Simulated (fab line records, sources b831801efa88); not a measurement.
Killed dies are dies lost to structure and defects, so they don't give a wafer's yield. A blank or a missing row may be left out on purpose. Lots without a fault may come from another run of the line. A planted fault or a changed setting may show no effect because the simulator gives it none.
Which tool did it? | flow sky130 | 12 lots, 36 wafers sampled, at 5 steps of a route of 708

WHAT THE GAUGES READ, wafer by wafer
SKY_SPACER_THK_MEAS_01.
lot  | measured     | on            | SPACER_CVD_00_THK (nm)
L361 | day 23 13:12 | film_metro-01 | 43.3 43.0 43.2
L362 | day 23 16:32 | film_metro-01 | 42.5 42.2 42.5
L364 | day 24 20:40 | film_metro-02 | 43.1 43.4 43.3
L366 | day 25 15:28 | film_metro-04 | 43.0 43.3 43.6
L367 | day 25 19:28 | film_metro-01 | 43.3 43.0 42.5
L369 | day 26 19:49 | film_metro-02 | 42.9 43.1 43.4
L371 | day 27 08:07 | film_metro-02 | 44.0 43.8 43.8
L374 | day 28 12:16 | film_metro-01 | 43.7 43.7 43.7
L376 | day 29 08:30 | film_metro-04 | 42.9 43.3 43.1
L379 | day 29 19:05 | film_metro-01 | 43.5 43.7 43.5
L378 | day 29 22:27 | film_metro-02 | 43.7 44.1 44.2
L381 | day 30 13:13 | film_metro-02 | 44.0 43.8 43.7

SKY_LI_CONTACT_OVL_MEAS_13.
lot  | measured     | on         | LI_CONTACT_OVL (nm)
L361 | day 29 14:32 | overlay-02 | -1 1 -7
L362 | day 29 18:38 | overlay-02 | -1 -1 -4
L364 | day 30 21:20 | overlay-01 | -14 -2 -3
L366 | day 31 14:56 | overlay-01 | 8 6 11
L367 | day 31 18:59 | overlay-02 | 4 1 -2
L369 | day 32 16:44 | overlay-02 | 1 -1 0
L371 | day 33 05:05 | overlay-02 | -3 -1 0
L374 | day 34 07:31 | overlay-02 | -8 0 -2
L376 | day 35 00:50 | overlay-02 | -13 -8 -3
L379 | day 35 12:17 | overlay-02 | 5 2 1
L378 | day 35 15:11 | overlay-01 | 2 0 1
L381 | day 36 06:32 | overlay-02 | -14 -20 -15

SKY_VIA1_THK_MEAS_01.
lot  | measured     | on            | VIA1_HDPCVD_THK (nm)
L361 | day 33 05:48 | film_metro-04 | 1014 1008 1010
L362 | day 33 10:50 | film_metro-03 | 1034 1038 1030
L364 | day 34 12:07 | film_metro-04 | 1011 1034 1014
L366 | day 35 05:14 | film_metro-03 | 1021 1017 1014
L367 | day 35 10:11 | film_metro-04 | 1057 1049 1046
L369 | day 36 05:33 | film_metro-04 | 1020 1031 1004
L371 | day 36 17:34 | film_metro-03 | 1041 1026 1028
L374 | day 37 19:24 | film_metro-02 | 1002 1020 1027
L376 | day 38 11:39 | film_metro-04 | 1032 1009 1023
L379 | day 38 22:37 | film_metro-03 | 1019 1014 1026
L378 | day 39 01:46 | film_metro-04 | 1035 507 511
L381 | day 39 13:41 | film_metro-03 | 1039 510 504

WHICH TOOL RAN EACH LOT (tool, then ch and the chambers of the sampled wafers, then the start)
lot  | SKY_LI_CONTACT_ETCH_15             | SKY_VIA1_HDPCVD_00
L361 | rie_diel-04 ch 0,1,2, day 29 14:37 | hdpcvd-01 ch 0,2, day 33 05:41
L362 | rie_diel-01 ch 0,3, day 29 18:43   | hdpcvd-02 ch 0,1,2, day 33 10:43
L364 | rie_diel-03 ch 1,2,3, day 30 21:25 | hdpcvd-01 ch 0,2, day 34 11:56
L366 | rie_diel-01 ch 0,2, day 31 15:01   | hdpcvd-02 ch 0,1, day 35 05:06
L367 | rie_diel-04 ch 0,2,3, day 31 19:04 | hdpcvd-01 ch 0,1,2, day 35 10:04
L369 | rie_diel-03 ch 0,2,3, day 32 16:49 | hdpcvd-01 ch 0,1,2, day 36 05:26
L371 | rie_diel-04 ch 0,1,2, day 33 05:10 | hdpcvd-02 ch 0,2, day 36 17:26
L374 | rie_diel-04 ch 1,2, day 34 07:35   | hdpcvd-01 ch 0,1, day 37 19:17
L376 | rie_diel-04 ch 0,1,3, day 35 00:55 | hdpcvd-01 ch 0,1,2, day 38 11:32
L379 | rie_diel-03 ch 2,3, day 35 12:22   | hdpcvd-02 ch 0,1, day 38 22:30
L378 | rie_diel-03 ch 1,2, day 35 15:16   | hdpcvd-01 ch 0,1, day 39 01:38
L381 | rie_diel-01 ch 0,1,2, day 36 06:37 | hdpcvd-01 ch 0,2, day 39 13:35
- SKY_LI_CONTACT_ETCH_15: etches PSG in C4F8/O2/Ar, stops on Si, target depth 600 nm.
- SKY_VIA1_HDPCVD_00: deposits SiO2, target thk 1030 nm, time 171.7 s.

WHAT THE TOOLS THEMSELVES READ (means of the sampled wafers that have a number; where no wafer has one, the mark that the record gives instead)
SKY_LI_CONTACT_ETCH_15.
lot  | tool        | chamber_pressure_mTorr (mTorr) | oes_product_au (a.u.) | rf_fwd_power_W (W)
L361 | rie_diel-04 | 40.02                          | 0.831                 | 1492
L362 | rie_diel-01 | 40.00                          | 0.836                 | 1489
L364 | rie_diel-03 | 39.98                          | 0.837                 | 1494
L366 | rie_diel-01 | 39.96                          | 0.835                 | 1493
L367 | rie_diel-04 | 40.01                          | 0.843                 | 1495
L369 | rie_diel-03 | 40.00                          | 0.837                 | 1496
L371 | rie_diel-04 | 39.98                          | 0.837                 | 1494
L374 | rie_diel-04 | 39.98                          | 0.839                 | 1486
L376 | rie_diel-04 | 39.99                          | 0.834                 | 1493
L379 | rie_diel-03 | 40.01                          | 0.832                 | 1491
L378 | rie_diel-03 | 40.02                          | 0.838                 | 1491
L381 | rie_diel-01 | 39.99                          | 0.836                 | 1491

SKY_VIA1_HDPCVD_00.
lot  | tool      | sih4_flow_sccm (sccm)
L361 | hdpcvd-01 | 59.99
L362 | hdpcvd-02 | 59.99
L364 | hdpcvd-01 | 59.98
L366 | hdpcvd-02 | 59.93
L367 | hdpcvd-01 | 60.12
L369 | hdpcvd-01 | 59.98
L371 | hdpcvd-02 | 59.85
L374 | hdpcvd-01 | 60.35
L376 | hdpcvd-01 | 59.99
L379 | hdpcvd-02 | 59.85
L378 | hdpcvd-01 | 40.01
L381 | hdpcvd-01 | 40.03

THE ANSWER, worked out from the rows above alone
Rule: what is usual is taken from the lots themselves. Put in order of their means at a reading, lots are off if they are a third of the lots or fewer, leave a main group of 4 or more, and stand apart from it by a gap of 3 or more times the standard deviation of the main group's means; of several such gaps the widest counts. A main group whose means are all the same, to the digits that the tables above print for the reading, isn't used. A lot without any number at a reading at which 4 lots or more have one is off too. The other lots that the step has rows for count as sound. The gauges are gone through in route order, then the tools' own readings, and for those a lot's mean is taken as printed above. The first step at which some lot is off is used, and at that step the reading that is off furthest; a lot without a number counts as furthest.
Off: L378, L381, at SKY_VIA1_THK_MEAS_01 (VIA1_HDPCVD_THK). The main group: mean 1024 nm, standard deviation 11.
A tool fits if, at a process step before that reading, it ran every lot that is off, and no sound lot after the first of them. The gauges at SKY_VIA1_THK_MEAS_01 aren't tried: what is off there is off at SKY_VIA1_HDPCVD_00 too, on other tools, and a gauge's error can't cause that. One fits: hdpcvd-01 at SKY_VIA1_HDPCVD_00. Its last sound lot is L376 (day 38 11:32), its first lot that is off L378 (day 39 01:38): a fault that began between those two fits.
The tool's own readings at SKY_VIA1_HDPCVD_00 bear it out: on the lots that are off they differ by more than 5 times the standard deviation of the sound lots' means. sih4_flow_sccm reads 40.02 sccm there against 60.00 sccm on the sound lots.

WHAT THE SIMULATOR HAD PUT IN
Process parameter drift: hdpcvd-01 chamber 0, from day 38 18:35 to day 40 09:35, at SKY_VIA1_HDPCVD_00. Setting sih4_flow_sccm, moved by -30, from 60. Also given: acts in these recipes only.
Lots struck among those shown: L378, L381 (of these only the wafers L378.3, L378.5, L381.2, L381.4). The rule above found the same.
